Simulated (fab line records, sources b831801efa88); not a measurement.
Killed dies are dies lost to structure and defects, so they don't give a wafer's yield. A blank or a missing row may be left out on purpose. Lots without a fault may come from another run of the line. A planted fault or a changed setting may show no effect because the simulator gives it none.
Which tool did it? | flow gf180mcu | 11 lots, 33 wafers sampled, at 6 steps of a route of 602

WHAT THE GAUGES READ, wafer by wafer
GF_NSD_TW_MEAS_12. Usual: NSD_TW 4279, standard deviation 37.
lot  | measured     | on            | NSD_TW         | flag
L154 | day 13 07:56 | film_metro-02 | 4207 4218 4220 |
L156 | day 13 22:55 | film_metro-01 | 4005 4007 3995 | OFF
L158 | day 14 20:08 | film_metro-02 | 3944 3977 3948 | OFF
L167 | day 17 22:21 | film_metro-01 | 4293 4316 4311 |
L168 | day 18 10:53 | film_metro-03 | 4285 4247 4256 |
L169 | day 18 21:31 | film_metro-01 | 4272 4277 4264 |
L170 | day 18 22:07 | film_metro-01 | 4316 4290 4302 |
L171 | day 19 08:28 | film_metro-02 | 4217 4187 4194 |
L175 | day 20 15:49 | film_metro-01 | 4288 4286 4298 |
L176 | day 21 00:28 | film_metro-01 | 4315 4338 4303 |
L177 | day 21 05:22 | film_metro-03 | 4276 4290 4280 |

GF_PSD_RS_MEAS_14: measures by four-point-probe. Usual: NSD_RS 46.20 ohm/sq, standard deviation 0.098.
lot  | measured     | on            | NSD_RS (ohm/sq)   | flag
L154 | day 14 04:49 | film_metro-01 | 46.24 46.03 46.20 |
L156 | day 14 19:34 | film_metro-02 | 51.94 52.09 52.05 | OFF
L158 | day 15 18:07 | film_metro-01 | 52.10 52.06 52.04 | OFF
L167 | day 18 21:53 | film_metro-03 | 46.24 46.26 46.23 |
L168 | day 19 10:03 | film_metro-03 | 46.20 46.12 46.17 |
L169 | day 19 22:08 | film_metro-02 | 46.16 46.07 46.23 |
L170 | day 19 22:41 | film_metro-01 | 46.23 46.37 46.36 |
L171 | day 20 09:26 | film_metro-03 | 46.27 46.21 46.26 |
L175 | day 21 16:09 | film_metro-01 | 46.28 46.23 46.33 |
L176 | day 22 00:10 | film_metro-02 | 46.32 46.24 46.17 |
L177 | day 22 05:04 | film_metro-01 | 46.24 46.28 46.22 |

GF_V2_OVL_MEAS_15. Usual: V2_OVL 2 nm, standard deviation 5.9.
lot  | measured     | on         | V2_OVL (nm) | flag
L154 | day 20 04:45 | overlay-01 | 3 -7 0      |
L156 | day 20 21:47 | overlay-02 | 10 15 7     |
L158 | day 21 22:20 | overlay-01 | 2 4 -3      |
L167 | day 25 02:20 | overlay-02 | 1 6 2       |
L168 | day 25 11:29 | overlay-02 | 9 12 12     |
L169 | day 25 23:02 | overlay-02 | 4 3 1       |
L170 | day 25 23:51 | overlay-02 | 3 4 11      |
L171 | day 26 08:20 | overlay-01 | 3 4 -4      |
L175 | day 27 11:41 | overlay-02 | 12 16 10    |
L176 | day 27 17:55 | overlay-02 | 3 0 0       |
L177 | day 27 22:31 | overlay-01 | 2 -4 -4     |

WHICH TOOL RAN EACH LOT (tool, then ch and the chambers of the sampled wafers, then the start)
lot  | GF_NSD_IMPLANT_09               | GF_NSD_STRIP_11                      | GF_V1_SPUTTER_22
L154 | implanter-01 ch 0, day 13 07:35 | plasma_asher-04 ch 0,1, day 13 07:51 | pvd_sputter-03, day 18 02:13
L156 | implanter-01 ch 0, day 13 22:31 | plasma_asher-04 ch 0,1, day 13 22:49 | pvd_sputter-02, day 18 18:47
L158 | implanter-01 ch 0, day 14 19:41 | plasma_asher-04 ch 0,1, day 14 20:02 | pvd_sputter-02, day 19 19:56
L167 | implanter-02 ch 0, day 17 21:59 | plasma_asher-04 ch 0,1, day 17 22:16 | pvd_sputter-02, day 23 03:45
L168 | implanter-01 ch 0, day 18 10:29 | plasma_asher-04 ch 0, day 18 10:47   | pvd_sputter-01, day 23 13:47
L169 | implanter-01 ch 0, day 18 21:07 | plasma_asher-03 ch 1, day 18 21:25   | pvd_sputter-02, day 24 01:46
L170 | implanter-01 ch 0, day 18 21:44 | plasma_asher-03 ch 0,1, day 18 22:01 | pvd_sputter-01, day 24 01:49
L171 | implanter-01 ch 0, day 19 08:04 | plasma_asher-04 ch 0,1, day 19 08:22 | pvd_sputter-01, day 24 10:52
L175 | implanter-01 ch 0, day 20 15:26 | plasma_asher-01 ch 0,1, day 20 15:43 | pvd_sputter-01, day 25 16:07
L176 | implanter-01 ch 0, day 21 00:07 | plasma_asher-01 ch 0,1, day 21 00:22 | pvd_sputter-03, day 25 22:37
L177 | implanter-01 ch 0, day 21 04:58 | plasma_asher-03 ch 0,1, day 21 05:16 | pvd_sputter-01, day 26 03:49
- GF_NSD_IMPLANT_09
- GF_NSD_STRIP_11: strips in O2/N2.
- GF_V1_SPUTTER_22: material TiN, target thk 10 nm, time 40 s.

WHAT THE TOOLS THEMSELVES READ (means of the sampled wafers that have a number; where no wafer has one, the mark that the record gives instead)
GF_NSD_IMPLANT_09. Usual: beam_energy_keV 60.000, standard deviation 0.02; end_station_pressure_torr 1.27e-05 Torr, standard deviation 1.1e-06.
lot  | tool         | beam_energy_keV | end_station_pressure_torr (Torr) | flag
L154 | implanter-01 | 60.014          | 1.13e-05                         |
L156 | implanter-01 | 40.247          | 1.19e-05                         | OFF
L158 | implanter-01 | 40.246          | 1.18e-05                         | OFF
L167 | implanter-02 | 60.004          | 1.40e-05                         |
L168 | implanter-01 | 59.994          | 1.17e-05                         |
L169 | implanter-01 | 59.982          | 1.16e-05                         |
L170 | implanter-01 | 60.007          | 1.24e-05                         |
L171 | implanter-01 | 60.000          | 1.19e-05                         |
L175 | implanter-01 | 60.010          | 1.23e-05                         |
L176 | implanter-01 | 60.001          | 1.19e-05                         |
L177 | implanter-01 | 59.986          | 1.19e-05                         |

GF_NSD_STRIP_11. Usual: chamber_pressure_mTorr 1500 mTorr, standard deviation 5; drypump_motor_current_A 5.7 A, standard deviation 0.49; heater_power_w 318 W, standard deviation 33; oes_product_au 0.487 a.u., standard deviation 0.0043; strip_time_to_endpoint_s 22.96 s, standard deviation 0.04.
lot  | tool            | chamber_pressure_mTorr (mTorr) | drypump_motor_current_A (A) | heater_power_w (W) | oes_product_au (a.u.) | strip_time_to_endpoint_s (s) | flag
L154 | plasma_asher-04 | 1500                           | 5.5                         | 311                | 0.480                 | 22.93                        |
L156 | plasma_asher-04 | 1499                           | 5.3                         | 302                | 0.521                 | 20.40                        | OFF
L158 | plasma_asher-04 | 1499                           | 5.3                         | 302                | 0.520                 | 20.43                        | OFF
L167 | plasma_asher-04 | 1501                           | 5.4                         | 298                | 0.491                 | 22.94                        |
L168 | plasma_asher-04 | 1499                           | 5.7                         | 323                | 0.490                 | 23.02                        |
L169 | plasma_asher-03 | 1501                           | 6.6                         | 361                | 0.486                 | 22.94                        |
L170 | plasma_asher-03 | 1500                           | 6.6                         | 332                | 0.485                 | 22.95                        |
L171 | plasma_asher-04 | 1499                           | 5.5                         | 311                | 0.485                 | 22.94                        |
L175 | plasma_asher-01 | 1501                           | 5.6                         | 310                | 0.484                 | 22.92                        |
L176 | plasma_asher-01 | 1500                           | 5.5                         | 317                | 0.487                 | 22.99                        |
L177 | plasma_asher-03 | 1500                           | 6.6                         | 333                | 0.488                 | 22.89                        |

GF_V1_SPUTTER_22. Usual: throttle_valve_pct 29.7 %, standard deviation 0.84.
lot  | tool           | throttle_valve_pct (%) | flag
L154 | pvd_sputter-03 | 29.8                   |
L156 | pvd_sputter-02 | 29.7                   |
L158 | pvd_sputter-02 | 29.8                   |
L167 | pvd_sputter-02 | 30.4                   |
L168 | pvd_sputter-01 | 29.4                   |
L169 | pvd_sputter-02 | 29.1                   |
L170 | pvd_sputter-01 | 28.9                   |
L171 | pvd_sputter-01 | 29.9                   |
L175 | pvd_sputter-01 | 29.7                   |
L176 | pvd_sputter-03 | 29.5                   |
L177 | pvd_sputter-01 | 29.6                   |

THE ANSWER, worked out from the rows above alone
Rule: a lot is off if the mean of its wafers that have a number lies more than 3 standard deviations from the usual mean. A lot without any number at a reading at which 4 lots or more have one is off too. The other lots that the step has rows for count as sound. The gauges are gone through in route order, then the tools' own readings, and for those a lot's mean is taken as printed above. The first step at which some lot is off is used, and at that step the reading that is off furthest; a lot without a number counts as furthest.
Off: L156, L158, at GF_NSD_TW_MEAS_12 (NSD_TW).
A tool fits if, at a process step before that reading, it ran every lot that is off, and no sound lot after the first of them. The gauges at GF_NSD_TW_MEAS_12 aren't tried: what is off there is off at GF_NSD_IMPLANT_09 too, on other tools, and a gauge's error can't cause that. None of those tried fits.

WHAT THE SIMULATOR HAD PUT IN
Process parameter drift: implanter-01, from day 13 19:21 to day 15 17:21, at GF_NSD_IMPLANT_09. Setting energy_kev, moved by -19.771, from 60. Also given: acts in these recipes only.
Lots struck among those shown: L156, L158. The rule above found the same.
